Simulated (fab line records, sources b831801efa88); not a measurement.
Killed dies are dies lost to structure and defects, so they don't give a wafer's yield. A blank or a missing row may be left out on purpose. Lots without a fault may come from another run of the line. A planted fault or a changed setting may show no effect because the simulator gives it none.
Which tool did it? | flow sfq_line | 15 lots, 42 wafers sampled, at 2 steps of a route of 325

WHAT THE GAUGES READ, wafer by wafer
SFQ_M0_OVL_MEAS_906. Usual: M0_OVL -1 nm, standard deviation 5.3.
lot  | measured     | on         | M0_OVL (nm) | flag
L348 | day 6 11:19  | overlay-01 | 3 4 -6      |
L349 | day 6 14:55  | overlay-02 | 8 -3 3      |
L350 | day 6 19:44  | overlay-01 | 5 -2 -2     |
L351 | day 6 20:56  | overlay-01 | -5 0 -2     |
L352 | day 7 00:32  | overlay-02 | 2 8 5       |
L354 | day 7 07:43  | overlay-01 | -7 -2 -6    |
L355 | day 7 12:31  | overlay-02 | 8 2 5       |
L361 | day 9 01:41  | overlay-02 | 11 2        |
L362 | day 9 16:25  | overlay-02 | -7 6 -4     |
L363 | day 9 20:01  | overlay-01 | 11 2        |
L364 | day 10 00:49 | overlay-02 | 5 -4        |
L366 | day 10 09:13 | overlay-01 | 1 -9 -2     |
L368 | day 10 21:13 | overlay-02 | -6 5 -9     |
L369 | day 11 04:25 | overlay-02 | -7 -5 -1    |
L370 | day 11 11:10 | overlay-02 | 10 -6 -3    |

WHICH TOOL RAN EACH LOT (tool, then ch and the chambers of the sampled wafers, then the start)
lot  | SFQ_TRILAYER_L0_VIA_STRIP_STRIP_017
L348 | rie_metal-01 ch 0,1, day 5 00:15
L349 | rie_metal-02 ch 0,1, day 5 04:08
L350 | rie_metal-03 ch 0,1, day 5 09:08
L351 | rie_metal-02 ch 0,1, day 5 10:20
L352 | rie_metal-01 ch 0,1, day 5 14:02
L354 | rie_metal-03 ch 0,1, day 5 19:50
L355 | rie_metal-01 ch 1, day 5 23:41
L361 | rie_metal-03 ch 0, day 7 11:26
L362 | rie_metal-02 ch 0,1, day 7 15:02
L363 | rie_metal-03 ch 1, day 7 22:02
L364 | rie_metal-03 ch 0,1, day 8 03:00
L366 | rie_metal-02 ch 0,1, day 8 09:00
L368 | rie_metal-03 ch 0,1, day 8 22:12
L369 | rie_metal-02 ch 0,1, day 9 14:47
L370 | rie_metal-03 ch 0,1, day 9 18:56
- SFQ_TRILAYER_L0_VIA_STRIP_STRIP_017: strips in O2.

WHAT THE TOOLS THEMSELVES READ (means of the sampled wafers that have a number; where no wafer has one, the mark that the record gives instead)
SFQ_TRILAYER_L0_VIA_STRIP_STRIP_017. Usual: chamber_pressure_mTorr 50.00 mTorr, standard deviation 0.047; drypump_motor_current_A 5.75 A, standard deviation 0.28; oes_product_au 0.996 a.u., standard deviation 0.0078.
lot  | tool         | chamber_pressure_mTorr (mTorr) | drypump_motor_current_A (A) | oes_product_au (a.u.) | flag
L348 | rie_metal-01 | 50.03                          | 5.46                        | 0.996                 |
L349 | rie_metal-02 | 50.03                          | 5.76                        | 0.991                 |
L350 | rie_metal-03 | 50.04                          | 5.84                        | 0.990                 |
L351 | rie_metal-02 | 49.99                          | 5.74                        | 0.992                 |
L352 | rie_metal-01 | 50.01                          | 5.45                        | 1.000                 |
L354 | rie_metal-03 | 50.01                          | 5.78                        | 0.991                 |
L355 | rie_metal-01 | 49.98                          | 5.43                        | 0.993                 |
L361 | rie_metal-03 | 49.99                          | 5.89                        | 0.992                 |
L362 | rie_metal-02 | 50.01                          | 6.02                        | 0.990                 |
L363 | rie_metal-03 | 50.00                          | 5.77                        | 0.996                 |
L364 | rie_metal-03 | 49.98                          | 5.86                        | 0.988                 |
L366 | rie_metal-02 | 50.02                          | 6.02                        | 1.000                 |
L368 | rie_metal-03 | 49.99                          | 5.80                        | 0.997                 |
L369 | rie_metal-02 | 49.94                          | 6.02                        | 1.013                 |
L370 | rie_metal-03 | 50.00                          | 5.80                        | 0.993                 |

THE ANSWER, worked out from the rows above alone
Rule: a lot is off if the mean of its wafers that have a number lies more than 3 standard deviations from the usual mean. A lot without any number at a reading at which 4 lots or more have one is off too. The other lots that the step has rows for count as sound. The gauges are gone through in route order, then the tools' own readings, and for those a lot's mean is taken as printed above. The first step at which some lot is off is used, and at that step the reading that is off furthest; a lot without a number counts as furthest.
No lot is off at any reading shown: from this, nothing can be told.

WHAT THE SIMULATOR HAD PUT IN
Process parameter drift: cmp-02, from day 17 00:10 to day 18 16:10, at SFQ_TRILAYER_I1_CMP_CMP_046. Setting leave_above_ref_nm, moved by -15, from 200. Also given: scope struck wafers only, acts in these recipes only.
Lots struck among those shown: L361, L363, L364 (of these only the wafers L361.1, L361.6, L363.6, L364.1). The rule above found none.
